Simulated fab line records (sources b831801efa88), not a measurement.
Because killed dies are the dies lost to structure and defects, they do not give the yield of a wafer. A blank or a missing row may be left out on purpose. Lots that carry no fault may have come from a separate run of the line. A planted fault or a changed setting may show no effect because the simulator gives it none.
Comparing a struck lot with a sound one :: flow sfq_line :: 42 steps out of a route of 325
Sound: these wafers, L457.2, L457.5, L457.6. Struck: wafer L460.6 (L460.1, L460.4, from the same lot, were not struck and are left out); the cause is given at the end.
Order at every step that has rows: each side's tool, ch and its chambers, its first start. Under that, the readings that differ: sound wafers :: struck wafers :: difference of the means :: sigmas: that difference in standard deviations of wafers without a fault.
alike: words and numbers the same on both sides, and readings whose means are apart by under 2 such deviations; not compared: readings that were withheld, readings missing a value for some wafer, numbers with overlapping values and no deviation given by the record, and bounds like >300 which may hide the same value.
A row with sigmas, a row that says differs or no value, or rows on one side alone: a step with any of these is where the two part. Numbers that have no deviation but don't overlap get no sigmas and don't part them. A reading that every wafer of one side lacks parts them only if that side has two wafers or more.

first, 6 steps without rows for these wafers: SFQ_TRILAYER_M4_LITHO_COAT_098 (resist thk 62 nm); SFQ_TRILAYER_M4_LITHO_COAT_093 (resist thk 600 nm); SFQ_TRILAYER_M4_LITHO_SOFTBAKE_097; SFQ_TRILAYER_M4_LITHO_EXPOSE_094 (exposes mask M4, target cd 500 nm); SFQ_TRILAYER_M4_LITHO_PEB_096 (peb time 60 s); SFQ_TRILAYER_M4_LITHO_DEVELOP_095 (time 60 s).
SFQ_M4_OVL_MEAS_926:
  struck on overlay-01, day 42 23:56; sound on overlay-01, day 42 11:56
reading: M4_OVL (nm)
sound: 7 12 3
struck: -7
difference: -14
sigmas: -2
then, 2 steps without rows for these wafers: SFQ_TRILAYER_M4_BARC_OPEN_METAL_ETCH_123 (etches BARC in O2, target depth 125 nm, time 41.7 s); SFQ_TRILAYER_M4_ETCH_METAL_ETCH_096 (etches Nb in Cl2/Ar, stops on SiO2, target depth 240 nm, time 120 s).
SFQ_TRILAYER_M4_STRIP_STRIP_097: strips in O2.
  sound on rie_metal-04 ch 0,1, day 42 12:09; struck on rie_metal-02 ch 0, day 43 00:09
reading: oes_product_au (a.u.)
sound: 0.984 0.986 0.995
struck: 1.010
difference: +0.022
sigmas: +3
  alike: drypump_motor_current_A
  not compared: rf_hours_counter_h
then, 2 steps without rows for these wafers: SFQ_TRILAYER_M4_STRIP_SOLV_CLEAN_098 (cleans in NMP, time 600 s); SFQ_TRILAYER_I4_DEP_PECVD_099 (deposits SiO2 from SiH4/N2O, time 111.11 s, target thk 500 nm).
-- the record jumps here: 2 days lie between the struck wafers' starts before and after --
SFQ_TRILAYER_I4_CMP_CMP_100: polishes SiO2.
  sound on cmp-02 ch 0,2,3, day 44 15:32; struck on cmp-01 ch 3, day 45 02:20
reading: model.SiO2_of_TRILAYER_I4_DEP_PECVD_099.thk_nm (nm)
sound: 199.5 199.9 201
struck: 179
difference: -21
sigmas: 
  alike: motor_current_A, time_to_endpoint_s
SFQ_I4_BOW_MEAS_927:
  struck on film_metro-04, day 45 05:09; sound on film_metro-04, day 44 17:03
  not compared: I4_BOW
SFQ_TRILAYER_I4_METRO_MEASURE_101:
  struck on film_metro-04, day 45 09:31; sound on film_metro-04, day 44 17:21
reading: thk_nm (nm)
sound: 199.4 199.9 201.0
struck: 179.1
difference: -21.0
sigmas: -16
then, 6 steps without rows for these wafers: SFQ_TRILAYER_I4_VIA_LITHO_COAT_108 (resist thk 62 nm); SFQ_TRILAYER_I4_VIA_LITHO_COAT_103 (resist thk 650 nm); SFQ_TRILAYER_I4_VIA_LITHO_SOFTBAKE_107; SFQ_TRILAYER_I4_VIA_LITHO_EXPOSE_104 (exposes mask I4, target cd 700 nm); SFQ_TRILAYER_I4_VIA_LITHO_PEB_106 (peb time 60 s); SFQ_TRILAYER_I4_VIA_LITHO_DEVELOP_105 (time 60 s).
SFQ_I4_OVL_MEAS_928:
  struck on overlay-02, day 45 20:54; sound on overlay-02, day 44 22:56
  alike: I4_OVL
SFQ_TRILAYER_I4_VIA_BARC_OPEN_VIA_ETCH_146: etches BARC in O2, target depth 125 nm, time 41.7 s.
  sound on rie_diel-03 ch 0,2, day 44 22:58; struck on rie_diel-03 ch 1, day 45 20:56
reading: bias_w (W)
sound: 80.10 79.75 79.75
struck: 80.49
difference: +0.62
sigmas: +3

reading: oes_product_au (a.u.)
sound: 0.680 0.684 0.680
struck: 0.691
difference: +0.010
sigmas: +2
  alike: drypump_motor_current_A
  not compared: rf_hours_counter_h
SFQ_TRILAYER_I4_VIA_ETCH_VIA_ETCH_106: etches SiO2 in CHF3, stops on Nb, target depth 260 nm.
  sound on rie_diel-03 ch 0,2, day 44 23:01; struck on rie_diel-03 ch 1, day 45 20:58
reading: oes_product_au (a.u.)
sound: 0.858 0.854 0.866
struck: 0.807
difference: -0.052
sigmas: -9

reading: model.I4.feature_depth_nm (nm)
sound: 199.5 199.9 201
struck: 179
difference: -21
sigmas: 

reading: model.etch.depth_nm (nm)
sound: 199.5 199.9 201
struck: 179
difference: -21
sigmas: 
  alike: bias_w, drypump_motor_current_A
then, 3 steps without rows for these wafers: SFQ_TRILAYER_I4_VIA_STRIP_STRIP_107 (strips in O2); SFQ_TRILAYER_I4_VIA_STRIP_SOLV_CLEAN_108 (cleans in NMP, time 600 s); SFQ_TRILAYER_JJ_TRILAYER_DEP_PRE_CLEAN_113 (time 22.5 s).
SFQ_TRILAYER_JJ_TRILAYER_DEP_SPUTTER_109: material Nb, target thk 150 nm, time 100 s.
  struck on pvd_sputter-04, day 45 21:53; sound on pvd_sputter-06, day 44 23:56
  alike: cathode_dc_power_W, throttle_valve_pct
then, 2 steps without rows for these wafers: SFQ_TRILAYER_JJ_TRILAYER_DEP_SPUTTER_110 (material Al, target thk 8 nm, time 10 s); SFQ_TRILAYER_JJ_TRILAYER_DEP_AL_OXIDATION_111 (oxidation time 600 s).
SFQ_TRILAYER_JJ_TRILAYER_DEP_SPUTTER_112: material Nb, target thk 170 nm, time 113.3 s.
  struck on pvd_sputter-04, day 45 22:59; sound on pvd_sputter-06, day 45 01:02
  alike: cathode_dc_power_W, throttle_valve_pct
SFQ_JJ_RS_MEAS_929: measures by four-point-probe.
  struck on film_metro-02, day 45 23:04; sound on film_metro-02, day 45 01:08
  alike: JJ_NB_RS
then, 6 steps without rows for these wafers: SFQ_TRILAYER_JJ_CE_LITHO_COAT_119 (resist thk 62 nm); SFQ_TRILAYER_JJ_CE_LITHO_COAT_114 (resist thk 600 nm); SFQ_TRILAYER_JJ_CE_LITHO_SOFTBAKE_118; SFQ_TRILAYER_JJ_CE_LITHO_EXPOSE_115 (exposes mask J5, target cd 700 nm); SFQ_TRILAYER_JJ_CE_LITHO_PEB_117 (peb time 60 s); SFQ_TRILAYER_JJ_CE_LITHO_DEVELOP_116 (time 60 s).
-- the record jumps here: 4 days lie between the struck wafers' starts before and after --
SFQ_JJ_OVL_MEAS_931:
  struck on overlay-01, day 50 10:58; sound on overlay-02, day 49 21:12
  alike: J5_OVL
SFQ_TRILAYER_JJ_CE_METRO_MEASURE_117:
  struck on cd_sem-02, day 50 11:00; sound on cd_sem-01, day 49 21:26
reading: cd_nm (nm)
sound: 701.0 702.1 701.9
struck: 698.8
difference: -2.9
sigmas: -2
then, 1 step without rows for these wafers: SFQ_TRILAYER_JJ_CE_BARC_OPEN_RIE_150 (chemistry O2, target BARC, target depth 240 nm, time 80 s).
-- the record jumps here: 5 days lie between the struck wafers' starts before and after --
SFQ_TRILAYER_M5_ETCH_METAL_ETCH_126: etches Nb in Cl2/BCl3, stops on SiO2, time 203.2 s, target depth 265 nm.
  sound on rie_metal-03 ch 0,1, day 50 02:52; struck on rie_metal-01 ch 1, day 55 19:57
reading: oes_product_au (a.u.)
sound: 0.732 0.736 0.736
struck: 0.720
difference: -0.015
sigmas: -2

reading: model.SiO2_of_TRILAYER_I4_DEP_PECVD_099.thk_nm (nm)
sound: 180 180.1 181.5
struck: 159.3
difference: -21.2
sigmas: 
  alike: bias_w, drypump_motor_current_A
  not compared: rf_hours_counter_h

WHERE THEY PART
At SFQ_M4_OVL_MEAS_926 first; at SFQ_TRILAYER_M5_ETCH_METAL_ETCH_126 last (within this record only).

WHY: whatever the simulator had introduced
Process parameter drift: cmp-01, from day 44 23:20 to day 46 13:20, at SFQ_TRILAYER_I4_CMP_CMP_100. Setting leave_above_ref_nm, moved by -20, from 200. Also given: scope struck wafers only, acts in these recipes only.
